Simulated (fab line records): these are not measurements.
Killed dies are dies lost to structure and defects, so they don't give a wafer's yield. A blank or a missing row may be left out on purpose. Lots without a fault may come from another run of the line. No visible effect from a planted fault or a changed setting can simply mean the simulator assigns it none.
The tool behind it: which one? -- flow gf180mcu -- 33 wafers from 11 lots sampled at 3 of the route's 602 steps

WHAT THE GAUGES SHOWED, per wafer
GF_V1_THK_MEAS_03.
lot,measured,on,V1_CVD_02_THK (nm)
L373,day 17 09:31,film metro-02,864 876 857
L375,day 18 06:48,film metro-02,843 840 856
L376,day 18 07:07,film metro-03,832 862 853
L377,day 18 17:31,film metro-03,846 856 874
L381,day 20 06:06,film metro-04,832 832 858
L385,day 21 16:40,film metro-03,840 842 854
L386,day 22 01:47,film metro-03,839 841 850
L387,day 22 09:59,film metro-04,840 845 852
L389,day 23 07:54,film metro-03,945 849 874 944 849 873
L394,day 24 15:58,film metro-02,860 851 854
L395,day 24 17:32,film metro-04,843 843 861

EACH LOT AND THE TOOL THAT RAN IT (in order: tool; ch and the chambers of the sampled wafers; start)
lot,GF_CONTACT_SPUTTER_23,GF_V1_CVD_02
L373,"pvd sputter-01, day 16 08:46","pecvd-04 ch 1,2, day 17 09:26"
L375,"pvd sputter-01, day 17 05:48","pecvd-04 ch 0,1, day 18 06:44"
L376,"pvd sputter-02, day 17 06:09","pecvd-02 ch 1,2, day 18 07:01"
L377,"pvd sputter-01, day 17 14:41","pecvd-03 ch 0,2, day 18 17:26"
L381,"pvd sputter-03, day 19 04:04","pecvd-04 ch 1,2, day 20 06:02"
L385,"pvd sputter-01, day 20 15:13","pecvd-02 ch 0,2, day 21 16:34"
L386,"pvd sputter-01, day 21 00:37","pecvd-03 ch 0,1,2, day 22 01:43"
L387,"pvd sputter-02, day 21 08:16","pecvd-02 ch 0,1, day 22 09:55"
L389,"pvd sputter-03, day 22 02:26","pecvd-03 ch 0,1,2, day 23 07:50"
L394,"pvd sputter-02, day 23 16:17","pecvd-02 ch 0,1,2, day 24 15:54"
L395,"pvd sputter-02, day 23 17:35","pecvd-02 ch 1,2, day 24 17:28"
- GF_CONTACT_SPUTTER_23: material TiN, target thk 10 nm, time 40 s.
- GF_V1_CVD_02: deposits SiO2 from TEOS, target thk 850 nm, time 94.851 s.

THE ANSWER, worked out from the rows above alone
Rule: usual is defined by the lots themselves. Put in order of their means at a reading, lots are off if they are a third of the lots or fewer, leave a main group of 4 or more, and stand apart from it by a gap of 3 or more times the standard deviation of the main group's means; of several such gaps the widest counts. If all means in a main group match to the digits the tables above print for the reading, that group is not used. Also off: a lot with no number at a reading for which 4 or more lots have one. All remaining lots with rows at the step are treated as sound.
Off: L389, at GF_V1_THK_MEAS_03 (V1_CVD_02_THK). For the main group the mean is 850 nm and the standard deviation 7.3.
If a tool, at a process step before that reading, ran all the lots that are off and no sound lot after the first of them, it fits. The gauges at GF_V1_THK_MEAS_03 are tried like those tools. Can't be told from this: 3 tools fit, pvd sputter-03 at GF_CONTACT_SPUTTER_23, pecvd-03 at GF_V1_CVD_02, film metro-03 at GF_V1_THK_MEAS_03.

WHAT WAS PUT IN BY THE SIMULATOR
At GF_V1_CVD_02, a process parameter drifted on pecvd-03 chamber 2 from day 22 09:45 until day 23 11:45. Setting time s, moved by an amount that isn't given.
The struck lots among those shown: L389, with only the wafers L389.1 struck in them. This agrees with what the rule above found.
